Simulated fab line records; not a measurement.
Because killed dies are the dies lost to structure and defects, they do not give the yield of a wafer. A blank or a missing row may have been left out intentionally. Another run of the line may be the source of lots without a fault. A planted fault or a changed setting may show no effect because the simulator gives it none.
Matching of chambers || flow sky130 || SKY_VIA2_CMP_24 on cmp-01 has 4 sister chambers
The step polishes, stops on SiO2, t overpolish 20 s, target thk 0 nm. 4 wafers are shown with their chamber, then 7 later ones without.

== WAFERS PAIRED WITH THEIR CHAMBERS ==
{"wafer": "L824.4", "chamber": 1, "motor current A (A)": 12.0}
{"wafer": "L824.6", "chamber": 2, "motor current A (A)": 11.4}
{"wafer": "L832.1", "chamber": 3, "motor current A (A)": 9.5}
{"wafer": "L832.2", "chamber": 0, "motor current A (A)": 10.2}

== WAFERS MISSING THEIR CHAMBER ==
{"wafer": "L832.4", "motor current A (A)": 11.1}
{"wafer": "L833.1", "motor current A (A)": 12.2}
{"wafer": "L833.3", "motor current A (A)": 9.2}
{"wafer": "L833.6", "motor current A (A)": 10.3}
{"wafer": "L838.3", "motor current A (A)": 10.0}
{"wafer": "L838.5", "motor current A (A)": 12.2}
{"wafer": "L838.6", "motor current A (A)": 10.1}

== EACH ONE'S CHAMBER ==
{"wafer": "L832.4", "from the rows above": 2, "in truth": 2}
{"wafer": "L833.1", "from the rows above": 1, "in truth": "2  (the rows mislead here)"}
{"wafer": "L833.3", "from the rows above": 3, "in truth": 3}
{"wafer": "L833.6", "from the rows above": 0, "in truth": 0}
{"wafer": "L838.3", "from the rows above": "can't be placed: 0 or 3", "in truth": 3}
{"wafer": "L838.5", "from the rows above": 1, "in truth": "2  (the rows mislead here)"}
{"wafer": "L838.6", "from the rows above": 0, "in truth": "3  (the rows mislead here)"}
Correctly placed: 3 of 7. These rows do not allow placing 1 (true chamber among the candidates in 1). Wrongly placed: 3.
How it was worked out, from the rows above alone: a wafer's distance from a chamber is the root of the sum, over the readings, of the square of ((its reading less the chamber's mean) divided by the reading's scatter). The wafer belongs to the nearest chamber; if the next one is less than 2 further off, it can't be placed. The mean given for a chamber averages the wafers shown for that chamber. The scatter (one wafer shown for each chamber): square how far every hidden wafer sits from the nearest shown wafer, average those squares and take the square root.
